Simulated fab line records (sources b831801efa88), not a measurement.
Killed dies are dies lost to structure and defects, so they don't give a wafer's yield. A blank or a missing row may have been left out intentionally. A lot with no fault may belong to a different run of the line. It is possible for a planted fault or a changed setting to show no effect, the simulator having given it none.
Which tool is to blame? -- flow sky130 -- 6 lots, 18 wafers sampled, at 1 step of a route of 708

WHAT THE GAUGES READ, wafer by wafer
SKY_SONOS_TUNNEL_CD_MEAS_07 targets a cd of 410 nm.
lot,measured,on,cd_nm (nm)
L231,day 11 19:23,cd_sem-01,409.3 411.2 411.1
L236,day 13 10:52,cd_sem-01,411.5 409.4 408.1
L243,day 15 13:01,cd_sem-02,409.5 410.2 413.7
L248,day 17 14:10,cd_sem-02,410.7 410.3 407.2
L251,day 18 14:55,cd_sem-01,408.6 409.4 407.2
L253,day 19 16:01,cd_sem-02,412.5 412.4 411.2

EACH LOT AND THE TOOL THAT RAN IT (in order: tool; ch and the chambers of the sampled wafers; start)
The record holds no process step before these readings.

THE ANSWER, worked out from the rows above alone
Rule: what is usual is taken from the lots themselves. Put in order of their means at a reading, lots are off if they are a third of the lots or fewer, leave a main group of 4 or more, and stand apart from it by a gap of 3 or more times the standard deviation of the main group's means; of several such gaps the widest counts. Not used: any main group whose means are identical at the precision the tables above print for the reading. A lot without any number at a reading at which 4 lots or more have one is off too. The other lots that the step has rows for count as sound.
None of the lots is off at any reading shown; this tells nothing.

WHAT WAS PUT IN BY THE SIMULATOR
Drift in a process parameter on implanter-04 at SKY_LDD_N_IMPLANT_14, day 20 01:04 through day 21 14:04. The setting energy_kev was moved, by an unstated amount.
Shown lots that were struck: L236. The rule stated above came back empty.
